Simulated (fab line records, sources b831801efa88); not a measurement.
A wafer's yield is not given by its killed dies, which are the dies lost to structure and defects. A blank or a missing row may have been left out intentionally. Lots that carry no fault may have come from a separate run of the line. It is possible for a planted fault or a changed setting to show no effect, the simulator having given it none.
fab line records + flow gf180mcu
record:
- lots: 5
- wafers: 15
- lastDay: 34
route steps=602 shown M2@372 V2@382
lots with no fault: from the same line, run without faults
startH: the number of hours between the record's first day and the start of the first shown wafer of the lot + waitH: hours elapsed since this lot's preceding step + " as in the row above + L1.1+2: a single row standing in for several wafers + - no value, or no start was given + * or withheld: withheld + < > ~ a bound
route shown NAME@n: a module of which the file shows steps, and the number in the route of the first + usual: mean and standard deviation over wafers with no fault + same: alike in all rows + chamber/n: place in a boat + sites: readings site by site + _std_site: how widely they spread, as a standard deviation + _edge_site: the outer-site mean with the inner-site mean subtracted + radiusMm: for every site, how far away it sits from the centre of the wafer + mask NAME#n: copy n + behind: the most recent tool/chamber to have shaped the wafer + hold: what put the lot on hold/how long, in hours/how the hold closed + device: transistor that didn't switch, given as n, p or np + end of line: at the end of the route, the tests of the same wafers + a step given without rows: its recipe and nothing more + killed: dies that structure and defects cost at the first sort, which is not the same as the wafer's yield + map: a wafer's dies, x killed, . not, _ none there
set.NAME: setting as actually run; set.NAME@STEP: the setting as run at that earlier step + model.NAME: the simulator's own value behind a step, which no gauge read
certain route steps with their lots: each step a table, each wafer a row
services: the hour from which a tool's chamber was out of use, counted from the record's first day as startH (under 0 if before that day), plus the number of hours and why
== steps ==
step: GF_M2_SOFTBAKE_10
recipe:
- tempC: 130
- timeS: 60
- resist: KrF
usual:
- exhaustPa: 44.9/0.85
| lot.wafer | tool          | chamber | startH | waitH | exhaustPa |
|-----------|---------------|---------|--------|-------|-----------|
| L077.1    | lithoTrack-01 | 0       | 447.64 | 0.1   | 44.8      |
| L077.4    | "             | 0       | "      | "     | 44.7      |
| L077.5    | "             | 0       | "      | "     | 45.7      |
| L079.1    | lithoTrack-01 | 0       | 467.09 | 0.1   | 45.5      |
| L079.4    | "             | 0       | "      | "     | 45.1      |
| L079.5    | "             | 0       | "      | "     | 44.9      |
| L081.1    | lithoTrack-02 | 0       | 488.10 | 0.1   | 44.2      |
| L081.2    | "             | 0       | "      | "     | 45.4      |
| L081.5    | "             | 0       | "      | "     | 44.3      |
| L086.1    | lithoTrack-03 | 0       | 532.17 | 0.1   | 44.7      |
| L086.4    | "             | 0       | "      | "     | 45.0      |
| L086.5    | "             | 0       | "      | "     | 45.1      |
| L097.2    | lithoTrack-02 | 0       | 617.82 | 0.1   | 44.2      |
| L097.4    | "             | 0       | "      | "     | 45.2      |
| L097.6    | "             | 0       | "      | "     | 42.4      |
step: GF_M2_EXPOSE_11
recipe:
- maskId: Metal2
- targetCdNm: 280
- na: 0.68
- sourceShape: conventional
- sigmaOuter: 0.6
- doseMj: 28
| lot.wafer  | tool          | chamber | startH | waitH | mask     |
|------------|---------------|---------|--------|-------|----------|
| L077.1+4+5 | krfScanner-02 | 0       | -      | -     | Metal2#0 |
| L079.1+4+5 | krfScanner-01 | 0       | -      | -     | Metal2#0 |
| L081.1+2+5 | krfScanner-01 | 0       | -      | -     | Metal2#0 |
| L086.1+4+5 | krfScanner-02 | 0       | -      | -     | Metal2#0 |
| L097.2+4+6 | krfScanner-01 | 0       | -      | -     | Metal2#0 |
step: GF_M2_PEB_12
recipe:
- pebTempC: 135
- pebTimeS: 90
- resist: KrF
usual:
- exhaustPa: 45.2/0.85
| lot.wafer | tool          | chamber | startH | waitH | exhaustPa |
|-----------|---------------|---------|--------|-------|-----------|
| L077.1    | lithoTrack-01 | 0       | -      | -     | 46.1      |
| L077.4    | "             | 0       | "      | "     | 44.9      |
| L077.5    | "             | 0       | "      | "     | 45.2      |
| L079.1    | lithoTrack-02 | 0       | -      | -     | 45.4      |
| L079.4    | "             | 0       | "      | "     | 43.9      |
| L079.5    | "             | 0       | "      | "     | 45.8      |
| L081.1    | lithoTrack-02 | 0       | -      | -     | 44.3      |
| L081.2    | "             | 0       | "      | "     | 44.1      |
| L081.5    | "             | 0       | "      | "     | 46.0      |
| L086.1    | lithoTrack-03 | 0       | -      | -     | 45.5      |
| L086.4    | "             | 0       | "      | "     | 44.7      |
| L086.5    | "             | 0       | "      | "     | 45.5      |
| L097.2    | lithoTrack-03 | 0       | -      | -     | 45.0      |
| L097.4    | "             | 0       | "      | "     | 45.9      |
| L097.6    | "             | 0       | "      | "     | 45.7      |
step: GF_M2_DEVELOP_13
recipe:
- developTimeS: 60
- devTempC: 21
usual:
- developerTempC: 21.00/0.11
- exhaustPa: 45.0/0.92
| lot.wafer | tool          | chamber | startH | waitH | developerTempC | exhaustPa |
|-----------|---------------|---------|--------|-------|----------------|-----------|
| L077.1    | lithoTrack-01 | 0       | 459.74 | 0.2   | 21.12          | 43.9      |
| L077.4    | "             | 0       | "      | "     | 21.17          | 43.5      |
| L077.5    | "             | 0       | "      | "     | 20.93          | 44.2      |
| L079.1    | lithoTrack-02 | 0       | 478.85 | 0.2   | 21.08          | 42.8      |
| L079.4    | "             | 0       | "      | "     | 21.03          | 44.4      |
| L079.5    | "             | 0       | "      | "     | 21.10          | 42.9      |
| L081.1    | lithoTrack-02 | 0       | 499.70 | 0.2   | 21.06          | 46.4      |
| L081.2    | "             | 0       | "      | "     | 21.14          | 47.5      |
| L081.5    | "             | 0       | "      | "     | 21.01          | 46.7      |
| L086.1    | lithoTrack-03 | 0       | 543.27 | 0.2   | 21.01          | 45.5      |
| L086.4    | "             | 0       | "      | "     | 20.82          | 44.7      |
| L086.5    | "             | 0       | "      | "     | 21.09          | 45.5      |
| L097.2    | lithoTrack-03 | 0       | 628.35 | 0.2   | 20.86          | 45.0      |
| L097.4    | "             | 0       | "      | "     | 20.88          | 44.5      |
| L097.6    | "             | 0       | "      | "     | 20.94          | 42.8      |
step: GF_M2_CD_MEAS_14
recipe:
- targetCdNm: 280
usual:
- cdNm: 280.2/1.3
| lot.wafer | tool     | chamber | startH | waitH | cdNm  |
|-----------|----------|---------|--------|-------|-------|
| L077.1    | cdSem-02 | -       | 459.89 | 0.1   | 281.2 |
| L077.4    | "        | -       | "      | "     | 280.3 |
| L077.5    | "        | -       | "      | "     | 280.7 |
| L079.1    | cdSem-02 | -       | 479.00 | 0.1   | 277.1 |
| L079.4    | "        | -       | "      | "     | 278.1 |
| L079.5    | "        | -       | "      | "     | 278.0 |
| L081.1    | cdSem-01 | -       | 499.85 | 0.1   | 281.2 |
| L081.2    | "        | -       | "      | "     | 280.6 |
| L081.5    | "        | -       | "      | "     | 281.0 |
| L086.1    | cdSem-02 | -       | 543.42 | 0.1   | 278.8 |
| L086.4    | "        | -       | "      | "     | 281.3 |
| L086.5    | "        | -       | "      | "     | 280.5 |
| L097.2    | cdSem-02 | -       | 628.49 | 0.1   | 279.9 |
| L097.4    | "        | -       | "      | "     | 280.3 |
| L097.6    | "        | -       | "      | "     | 280.7 |
step: GF_M2_OVL_MEAS_15
usual:
- M2_OVL: 0/4.9
| lot.wafer | tool       | chamber | startH | waitH | M2_OVL[nm] |
|-----------|------------|---------|--------|-------|------------|
| L077.1    | overlay-02 | -       | 460.01 | 0.1   | 3          |
| L077.4    | "          | -       | "      | "     | 4          |
| L077.5    | "          | -       | "      | "     | 7          |
| L079.1    | overlay-01 | -       | 479.12 | 0.1   | 0          |
| L079.4    | "          | -       | "      | "     | -3         |
| L079.5    | "          | -       | "      | "     | 1          |
| L081.1    | overlay-01 | -       | 499.97 | 0.1   | 4          |
| L081.2    | "          | -       | "      | "     | 0          |
| L081.5    | "          | -       | "      | "     | -3         |
| L086.1    | overlay-02 | -       | 543.54 | 0.1   | -2         |
| L086.4    | "          | -       | "      | "     | -7         |
| L086.5    | "          | -       | "      | "     | -2         |
| L097.2    | overlay-02 | -       | 628.60 | 0.1   | 1          |
| L097.4    | "          | -       | "      | "     | 0          |
| L097.6    | "          | -       | "      | "     | -2         |
step: GF_M2_METAL_ETCH_16
recipe:
- chemistry: Cl2/BCl3
- maskMaterial: KrF
- targetDepthNm: 750.8
- stopOn: SiO2
- pressureMtorr: 8
- icpW: 800
- biasW: 140
- Cl2_flow_sccm: 80
- bcl3FlowSccm: 40
- timeS: 125.1
usual:
- drypumpMotorCurrentA: 5.63/0.29
- heBacksideLeakSccm: 3.34/0.24
- oesProductAu: 0.990/0.0054
- rfFwdPowerW: 795.6/2.7
- throttleValvePct: 28.229/0.01
| lot.wafer | tool        | chamber | startH | waitH | drypumpMotorCurrentA | heBacksideLeakSccm | oesProductAu | rfFwdPowerW | rfHoursCounterH | throttleValvePct |
|-----------|-------------|---------|--------|-------|----------------------|--------------------|--------------|-------------|-----------------|------------------|
| L077.1    | rieMetal-01 | 1       | 460.05 | 0.0   | 5.56                 | 3.23               | 0.985        | 791.3       | 1               | 28.234           |
| L077.4    | "           | 0       | "      | "     | 5.64                 | 3.61               | 0.998        | 800.5       | -               | 28.222           |
| L077.5    | "           | 1       | "      | "     | 5.59                 | 3.24               | 0.995        | 794.6       | -               | 28.218           |
| L079.1    | rieMetal-03 | 0       | 479.15 | 0.0   | 5.39                 | 2.88               | 0.984        | 793.9       | 9               | 28.246           |
| L079.4    | "           | 0       | "      | "     | 5.37                 | 3.14               | 0.990        | 796.1       | -               | 28.218           |
| L079.5    | "           | 0       | "      | "     | 5.39                 | 2.98               | 0.990        | 797.3       | -               | 28.221           |
| L081.1    | rieMetal-02 | 0       | 500.00 | 0.0   | 5.96                 | 3.31               | 0.985        | 799.2       | 10              | 28.228           |
| L081.2    | "           | 1       | "      | "     | 5.59                 | 3.10               | 0.987        | 796.7       | 5               | 28.220           |
| L081.5    | "           | 1       | "      | "     | 5.61                 | 3.54               | 0.995        | 794.6       | -               | 28.244           |
| L086.1    | rieMetal-01 | 1       | 543.58 | 0.0   | 5.60                 | 3.12               | 0.981        | 797.5       | 3               | 28.230           |
| L086.4    | "           | 0       | "      | "     | 5.65                 | 3.73               | 0.993        | 796.2       | -               | 28.218           |
| L086.5    | "           | 1       | "      | "     | 5.61                 | 3.30               | 0.982        | 798.4       | -               | 28.228           |
| L097.2    | rieMetal-02 | 0       | 628.63 | 0.0   | 6.02                 | 3.09               | 0.984        | 797.4       | 13              | 28.231           |
| L097.4    | "           | 0       | "      | "     | 5.97                 | 3.24               | 0.986        | 794.9       | -               | 28.232           |
| L097.6    | "           | 0       | "      | "     | 6.01                 | 3.20               | 0.988        | 796.9       | -               | 28.211           |
step: GF_M2_STRIP_17
recipe:
- chemistry: O2/N2
- powerW: 1400
- pressureMtorr: 1500
- platenTempC: 250
- o2FlowSccm: 3000
- n2FlowSccm: 300
- overashFraction: 0.5
usual:
- drypumpMotorCurrentA: 5.24/0.29
- heaterPowerW: 343/14
- oesProductAu: 0.538/0.0047
- stripTimeToEndpointS: 7.40/0.035
| lot.wafer | tool           | chamber | startH | waitH | drypumpMotorCurrentA | heaterPowerW | oesProductAu | rfHoursCounterH | stripTimeToEndpointS |
|-----------|----------------|---------|--------|-------|----------------------|--------------|--------------|-----------------|----------------------|
| L077.1    | plasmaAsher-02 | 0       | 460.18 | 0.1   | 5.53                 | 335          | 0.538        | 35              | 7.40                 |
| L077.4    | "              | 0       | "      | "     | 5.51                 | 343          | 0.536        | -               | 7.35                 |
| L077.5    | "              | 0       | "      | "     | 5.54                 | 341          | 0.542        | -               | 7.39                 |
| L079.1    | plasmaAsher-02 | 0       | 479.28 | 0.1   | 5.57                 | 335          | 0.534        | 37              | 7.41                 |
| L079.4    | "              | 1       | "      | "     | 5.44                 | 344          | 0.542        | -               | 7.39                 |
| L079.5    | "              | 1       | "      | "     | 5.43                 | 348          | 0.539        | -               | 7.41                 |
| L081.1    | plasmaAsher-02 | 1       | 500.13 | 0.1   | 5.42                 | 337          | 0.545        | 39              | 7.38                 |
| L081.2    | "              | 0       | "      | "     | 5.54                 | 341          | 0.542        | 39              | 7.41                 |
| L081.5    | "              | 1       | "      | "     | 5.42                 | 339          | 0.540        | -               | 7.36                 |
| L086.1    | plasmaAsher-04 | 0       | 543.71 | 0.1   | 4.98                 | 328          | 0.546        | 11              | 7.40                 |
| L086.4    | "              | 1       | "      | "     | 4.84                 | 343          | 0.533        | -               | 7.36                 |
| L086.5    | "              | 1       | "      | "     | 4.84                 | 352          | 0.532        | -               | 7.45                 |
| L097.2    | plasmaAsher-04 | 0       | 628.76 | 0.1   | 4.99                 | 339          | 0.534        | 20              | 7.38                 |
| L097.4    | "              | 0       | "      | "     | 4.99                 | 332          | 0.540        | -               | 7.41                 |
| L097.6    | "              | 0       | "      | "     | 4.98                 | 346          | 0.535        | -               | 7.32                 |
step: GF_M2_STRIP_18
recipe:
- chemistry: postEtchResidueRemover
- timeS: 1200
- tempC: 72.5
| lot.wafer  | tool        | chamber | startH | waitH |
|------------|-------------|---------|--------|-------|
| L077.1+4+5 | wetBench-04 | 0       | 460.28 | 0.1   |
| L079.1+4+5 | wetBench-02 | 2       | 479.38 | 0.1   |
| L081.1+2+5 | wetBench-02 | 3       | 500.23 | 0.1   |
| L086.1+4+5 | wetBench-02 | 3       | 543.81 | 0.1   |
| L097.2+4+6 | wetBench-02 | 0       | 628.86 | 0.1   |
step: GF_M2_CLEAN_19
recipe:
- chemistry: DIW
- dry: n2Spin
| lot.wafer  | tool        | chamber | startH | waitH |
|------------|-------------|---------|--------|-------|
| L077.1+4+5 | wetBench-02 | 3       | 460.62 | 0.0   |
| L079.1+4+5 | wetBench-03 | 0       | 479.72 | 0.0   |
| L081.1+2+5 | wetBench-04 | 3       | 500.57 | 0.0   |
| L086.1+4+5 | wetBench-03 | 3       | 544.15 | 0.0   |
| L097.2+4+6 | wetBench-04 | 1       | 629.24 | 0.0   |
step: GF_V2_CVD_00
recipe:
- material: SiO2
- targetThkNm: 600
- sigmaOpenFrac: 0.3
- tempC: 400
- timeS: 100
- sih4FlowSccm: 60
- pressureMtorr: 6
| lot.wafer  | tool      | chamber | startH | waitH |
|------------|-----------|---------|--------|-------|
| L077.1+4+5 | hdpcvd-01 | 0,0,2   | 460.72 | 0.0   |
| L079.1+4+5 | hdpcvd-02 | 0,2,0   | 479.83 | 0.0   |
| L081.1+2+5 | hdpcvd-02 | 0,1,0   | 500.66 | 0.0   |
| L086.1+4+5 | hdpcvd-02 | 2,0,2   | 544.24 | 0.0   |
| L097.2+4+6 | hdpcvd-02 | 2,1,0   | 629.33 | 0.0   |
step: GF_V2_THK_MEAS_01
recipe:
- reads: SiO2_of_V2_CVD_00
usual:
- V2_CVD_00_THK: 598/5.1
| lot.wafer | tool         | chamber | startH | waitH | V2_CVD_00_THK[nm] |
|-----------|--------------|---------|--------|-------|-------------------|
| L077.1    | filmMetro-01 | -       | 460.79 | 0.0   | 603               |
| L077.4    | "            | -       | "      | "     | 597               |
| L077.5    | "            | -       | "      | "     | 604               |
| L079.1    | filmMetro-02 | -       | 479.90 | 0.0   | 600               |
| L079.4    | "            | -       | "      | "     | 599               |
| L079.5    | "            | -       | "      | "     | 598               |
| L081.1    | filmMetro-01 | -       | 500.74 | 0.0   | 591               |
| L081.2    | "            | -       | "      | "     | 585               |
| L081.5    | "            | -       | "      | "     | 587               |
| L086.1    | filmMetro-04 | -       | 544.31 | 0.0   | 596               |
| L086.4    | "            | -       | "      | "     | 595               |
| L086.5    | "            | -       | "      | "     | 601               |
| L097.2    | filmMetro-04 | -       | 629.41 | 0.0   | 599               |
| L097.4    | "            | -       | "      | "     | 604               |
| L097.6    | "            | -       | "      | "     | 601               |
step: GF_V2_CVD_02
recipe:
- material: SiO2
- targetThkNm: 850
- precursor: TEOS
- tempC: 400
- timeS: 94.851
- rfW: 600
usual:
- heaterPowerW: 657/81
- rfFwdPowerW: 596.3/2.1
| lot.wafer | tool     | chamber | startH | waitH | heaterPowerW | rfFwdPowerW |
|-----------|----------|---------|--------|-------|--------------|-------------|
| L077.1    | pecvd-02 | 2       | 460.85 | 0.1   | 598          | 597.7       |
| L077.4    | "        | 0       | "      | "     | 679          | 598.2       |
| L077.5    | "        | 1       | "      | "     | 718          | 599.0       |
| L079.1    | pecvd-04 | 2       | 479.96 | 0.1   | 620          | 598.3       |
| L079.4    | "        | 1       | "      | "     | 772          | 594.7       |
| L079.5    | "        | 2       | "      | "     | 660          | 597.7       |
| L081.1    | pecvd-01 | 0       | 500.80 | 0.1   | 541          | 592.2       |
| L081.2    | "        | 1       | "      | "     | 705          | 600.0       |
| L081.5    | "        | 0       | "      | "     | 616          | 592.5       |
| L086.1    | pecvd-01 | 1       | 544.37 | 0.1   | 731          | 594.4       |
| L086.4    | "        | 0       | "      | "     | 615          | 595.2       |
| L086.5    | "        | 2       | "      | "     | 652          | 596.2       |
| L097.2    | pecvd-02 | 0       | 629.46 | 0.0   | 745          | 595.0       |
| L097.4    | "        | 2       | "      | "     | 610          | 592.0       |
| L097.6    | "        | 0       | "      | "     | 766          | 595.7       |
== services ==
| tool           | chamber | startH | hours | kind   |
|----------------|---------|--------|-------|--------|
| plasmaAsher-02 | -       | 424.10 | 0.6   | repair |
| krfScanner-02  | -       | 425.28 | 0.8   | pm     |
| rieMetal-01    | -       | 428.24 | 14.6  | pm     |
| wetBench-04    | -       | 439.96 | 3.4   | repair |
| hdpcvd-02      | -       | 469.10 | 5.5   | pm     |
| plasmaAsher-04 | -       | 470.00 | 5.8   | repair |
| krfScanner-01  | -       | 474.73 | 3.0   | pm     |
| krfScanner-02  | -       | 485.84 | 1.3   | pm     |
| krfScanner-01  | -       | 489.70 | 0.8   | pm     |
| rieMetal-02    | -       | 491.22 | 7.8   | repair |
| hdpcvd-02      | -       | 491.26 | 4.3   | pm     |
| rieMetal-01    | -       | 492.38 | 2.8   | pm     |
| krfScanner-02  | -       | 493.14 | 1.0   | pm     |
| pecvd-01       | 2       | 499.83 | 5.9   | repair |
| pecvd-02       | -       | 501.89 | 2.8   | pm     |
| hdpcvd-02      | 0       | 502.03 | 18.0  | repair |
| hdpcvd-02      | 2       | 509.25 | 4.0   | repair |
| rieMetal-01    | -       | 517.83 | 1.3   | repair |
| krfScanner-01  | -       | 525.09 | 1.3   | pm     |
| krfScanner-01  | -       | 526.39 | 1.0   | pm     |
| pecvd-01       | 0       | 527.18 | 5.4   | repair |
| pecvd-01       | -       | 558.36 | 0.5   | repair |
| hdpcvd-02      | 2       | 574.17 | 3.5   | repair |
| wetBench-03    | -       | 581.63 | 2.6   | repair |
== key ==
fault none
